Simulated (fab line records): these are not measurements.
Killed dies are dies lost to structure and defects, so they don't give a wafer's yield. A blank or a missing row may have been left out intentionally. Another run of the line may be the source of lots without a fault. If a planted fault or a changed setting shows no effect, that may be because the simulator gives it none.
The tool behind it: which one? + flow sky130 + 24 lots, 72 wafers sampled, at 4 steps of a route of 708

## WHAT EACH GAUGE READ, for each wafer
SKY_VIA3_CD_MEAS_12: the cd target is 200 nm.
| lot  | measured     | on       | cdNm (nm)         |
|------|--------------|----------|-------------------|
| L076 | day 40 10:47 | cdSem-01 | 201.1 201.5 200.8 |
| L075 | day 40 11:27 | cdSem-02 | 197.4 200.0 199.5 |
| L074 | day 40 12:13 | cdSem-02 | 199.8 200.2 199.6 |
| L077 | day 40 13:10 | cdSem-02 | 200.8 200.2 201.3 |
| L078 | day 40 21:03 | cdSem-01 | 201.3 201.8 200.9 |
| L079 | day 41 06:04 | cdSem-02 | 200.0 198.3 200.3 |
| L080 | day 41 12:28 | cdSem-02 | 203.9 202.1 202.7 |
| L081 | day 41 21:37 | cdSem-02 | 199.2 199.0 200.1 |
| L082 | day 42 06:23 | cdSem-01 | 200.2 199.3 197.9 |
| L083 | day 42 12:40 | cdSem-01 | 203.0 202.8 201.6 |
| L084 | day 42 19:47 | cdSem-02 | 201.6 201.3 202.3 |
| L085 | day 42 20:03 | cdSem-01 | 199.4 200.0 200.2 |
| L086 | day 43 07:03 | cdSem-01 | 201.5 198.7 199.8 |
| L087 | day 43 15:00 | cdSem-01 | 201.4 200.6 201.3 |
| L088 | day 43 22:23 | cdSem-02 | 197.5 199.7 200.5 |
| L089 | day 44 01:50 | cdSem-01 | 200.4 199.3 200.0 |
| L090 | day 44 04:35 | cdSem-02 | 196.7 197.2 196.5 |
| L093 | day 45 15:33 | cdSem-02 | 201.0 200.9 201.1 |
| L094 | day 45 17:41 | cdSem-02 | 200.6 201.6 200.8 |
| L091 | day 45 17:48 | cdSem-01 | 200.4 199.6 199.1 |
| L095 | day 45 19:30 | cdSem-02 | 199.5 200.5 199.0 |
| L092 | day 45 20:52 | cdSem-01 | 201.3 200.9 199.3 |
| L096 | day 45 21:58 | cdSem-02 | 198.0 200.3 198.2 |
| L097 | day 46 01:37 | cdSem-01 | 201.4 200.5 200.6 |

SKY_CAP2M_RS_MEAS_03: measures by four-point-probe.
| lot  | measured     | on           | CAP2M_TIN_RS (ohm/sq) |
|------|--------------|--------------|-----------------------|
| L076 | day 40 12:39 | filmMetro-02 | 6.99 6.83 7.00        |
| L075 | day 40 13:20 | filmMetro-04 | 6.91 6.98 6.81        |
| L074 | day 40 14:20 | filmMetro-04 | 6.74 6.66 6.84        |
| L077 | day 40 15:02 | filmMetro-04 | 6.81 7.02 6.91        |
| L078 | day 40 22:55 | filmMetro-02 | 6.82 6.98 7.02        |
| L079 | day 41 07:57 | filmMetro-01 | 7.02 6.92 6.98        |
| L080 | day 41 14:50 | filmMetro-04 | 6.81 6.80 6.86        |
| L081 | day 41 23:29 | filmMetro-02 | 7.00 6.80 6.91        |
| L082 | day 42 08:17 | filmMetro-02 | 7.06 6.96 7.00        |
| L083 | day 42 14:34 | filmMetro-04 | 6.92 6.88 6.96        |
| L084 | day 42 21:38 | filmMetro-04 | 6.86 6.90 6.73        |
| L085 | day 42 21:55 | filmMetro-02 | 6.88 6.81 6.81        |
| L086 | day 43 08:56 | filmMetro-02 | 6.90 7.01 6.97        |
| L087 | day 43 16:52 | filmMetro-01 | 6.74 6.79 6.78        |
| L088 | day 44 00:14 | filmMetro-02 | 6.69 6.79 6.95        |
| L089 | day 44 03:58 | filmMetro-02 | 6.80 6.93 6.80        |
| L090 | day 44 13:31 | filmMetro-01 | 6.92 6.88 6.78        |
| L093 | day 45 17:25 | filmMetro-01 | 6.88 6.92 6.95        |
| L094 | day 45 19:49 | filmMetro-02 | 6.83 6.91 6.93        |
| L091 | day 45 19:52 | filmMetro-04 | 6.90 6.95 6.87        |
| L095 | day 45 21:23 | filmMetro-04 | 6.78 6.84 6.90        |
| L092 | day 45 22:44 | filmMetro-01 | 6.98 6.82 7.03        |
| L096 | day 45 23:50 | filmMetro-02 | 6.87 7.07 6.98        |
| L097 | day 46 03:29 | filmMetro-02 | 6.94 7.01 6.90        |

## WHAT TOOL EACH LOT RAN ON (gives the tool, then ch and the chambers of the sampled wafers, and finally the start)
| lot  | SKY_METAL3_SPUTTER_01       | SKY_METAL3_SPUTTER_04       |
|------|-----------------------------|-----------------------------|
| L076 | pvdSputter-04, day 37 04:41 | pvdSputter-04, day 37 04:46 |
| L075 | pvdSputter-01, day 37 05:48 | pvdSputter-01, day 37 05:53 |
| L074 | pvdSputter-01, day 37 06:32 | pvdSputter-01, day 37 06:37 |
| L077 | pvdSputter-02, day 37 06:51 | pvdSputter-02, day 37 06:56 |
| L078 | pvdSputter-04, day 37 15:42 | pvdSputter-04, day 37 15:47 |
| L079 | pvdSputter-02, day 38 00:19 | pvdSputter-02, day 38 00:29 |
| L080 | pvdSputter-02, day 38 07:38 | pvdSputter-02, day 38 07:44 |
| L081 | pvdSputter-02, day 38 16:24 | pvdSputter-02, day 38 16:29 |
| L082 | pvdSputter-02, day 39 02:35 | pvdSputter-02, day 39 02:41 |
| L083 | pvdSputter-02, day 39 07:59 | pvdSputter-02, day 39 08:04 |
| L084 | pvdSputter-02, day 39 15:47 | pvdSputter-02, day 39 15:52 |
| L085 | pvdSputter-04, day 39 17:04 | pvdSputter-04, day 39 17:09 |
| L086 | pvdSputter-02, day 40 04:11 | pvdSputter-02, day 40 04:16 |
| L087 | pvdSputter-04, day 40 12:46 | pvdSputter-04, day 40 12:51 |
| L088 | pvdSputter-04, day 40 20:10 | pvdSputter-04, day 40 20:15 |
| L089 | pvdSputter-04, day 41 00:36 | pvdSputter-04, day 41 00:41 |
| L090 | pvdSputter-04, day 41 02:31 | pvdSputter-04, day 41 02:36 |
| L093 | pvdSputter-02, day 42 19:10 | pvdSputter-02, day 42 19:14 |
| L094 | pvdSputter-04, day 42 21:56 | pvdSputter-04, day 42 22:01 |
| L091 | pvdSputter-01, day 42 22:59 | pvdSputter-01, day 42 23:04 |
| L095 | pvdSputter-01, day 43 00:41 | pvdSputter-01, day 43 00:47 |
| L092 | pvdSputter-04, day 43 02:17 | pvdSputter-04, day 43 02:22 |
| L096 | pvdSputter-04, day 43 02:55 | pvdSputter-04, day 43 03:00 |
| L097 | pvdSputter-02, day 43 08:18 | pvdSputter-02, day 43 08:23 |
- SKY_METAL3_SPUTTER_01: material TiN, target thk 20 nm, time 16.7 s.
- SKY_METAL3_SPUTTER_04: material TiN, target thk 70 nm, time 58.3 s.

## WHAT THE TOOLS THEMSELVES READ (means of the sampled wafers that have a number; where no wafer has one, the mark that the record gives instead)
SKY_METAL3_SPUTTER_01.
| lot  | tool          | throttleValvePct (%) |
|------|---------------|----------------------|
| L076 | pvdSputter-04 | 29.8                 |
| L075 | pvdSputter-01 | 32.1                 |
| L074 | pvdSputter-01 | 31.3                 |
| L077 | pvdSputter-02 | 30.4                 |
| L078 | pvdSputter-04 | 29.9                 |
| L079 | pvdSputter-02 | 30.3                 |
| L080 | pvdSputter-02 | 30.4                 |
| L081 | pvdSputter-02 | 30.9                 |
| L082 | pvdSputter-02 | 30.3                 |
| L083 | pvdSputter-02 | 30.6                 |
| L084 | pvdSputter-02 | 30.5                 |
| L085 | pvdSputter-04 | 30.8                 |
| L086 | pvdSputter-02 | 30.7                 |
| L087 | pvdSputter-04 | 29.8                 |
| L088 | pvdSputter-04 | 28.6                 |
| L089 | pvdSputter-04 | 29.3                 |
| L090 | pvdSputter-04 | 29.2                 |
| L093 | pvdSputter-02 | 30.5                 |
| L094 | pvdSputter-04 | 29.2                 |
| L091 | pvdSputter-01 | 32.8                 |
| L095 | pvdSputter-01 | 30.6                 |
| L092 | pvdSputter-04 | 30.4                 |
| L096 | pvdSputter-04 | 30.2                 |
| L097 | pvdSputter-02 | 30.6                 |

SKY_METAL3_SPUTTER_04.
| lot  | tool          | throttleValvePct (%) |
|------|---------------|----------------------|
| L076 | pvdSputter-04 | 29.9                 |
| L075 | pvdSputter-01 | 32.2                 |
| L074 | pvdSputter-01 | 31.2                 |
| L077 | pvdSputter-02 | 30.4                 |
| L078 | pvdSputter-04 | 29.9                 |
| L079 | pvdSputter-02 | 30.2                 |
| L080 | pvdSputter-02 | 30.5                 |
| L081 | pvdSputter-02 | 30.8                 |
| L082 | pvdSputter-02 | 30.4                 |
| L083 | pvdSputter-02 | 30.5                 |
| L084 | pvdSputter-02 | 30.5                 |
| L085 | pvdSputter-04 | 30.7                 |
| L086 | pvdSputter-02 | 30.8                 |
| L087 | pvdSputter-04 | 29.9                 |
| L088 | pvdSputter-04 | 28.6                 |
| L089 | pvdSputter-04 | 29.3                 |
| L090 | pvdSputter-04 | 29.2                 |
| L093 | pvdSputter-02 | 30.5                 |
| L094 | pvdSputter-04 | 29.3                 |
| L091 | pvdSputter-01 | 32.7                 |
| L095 | pvdSputter-01 | 30.5                 |
| L092 | pvdSputter-04 | 30.4                 |
| L096 | pvdSputter-04 | 30.2                 |
| L097 | pvdSputter-02 | 30.5                 |

## THE ANSWER, worked out from the rows above alone
Rule: the lots themselves supply what counts as usual. The widest of any qualifying gaps counts: lots, ordered by their means at a reading, are off when they make up no more than a third of the lots, leave a main group of 4 or more, and stand apart from it by 3 or more times the standard deviation of that group's means. A main group is skipped when, at the precision printed for the reading in the tables above, its means are all equal. Also off: a lot with no number at a reading for which 4 or more lots have one. Where the step has rows for the other lots, those lots are counted as sound. Order of review: gauges by route order, followed by the tools' own readings, for which a lot's mean as printed above is used. The first step at which some lot is off is used, and at that step the reading that is off furthest; a lot without a number counts as furthest.
None of the lots is off at any reading shown; this tells nothing.

## WHAT THE SIMULATOR HAD PUT IN
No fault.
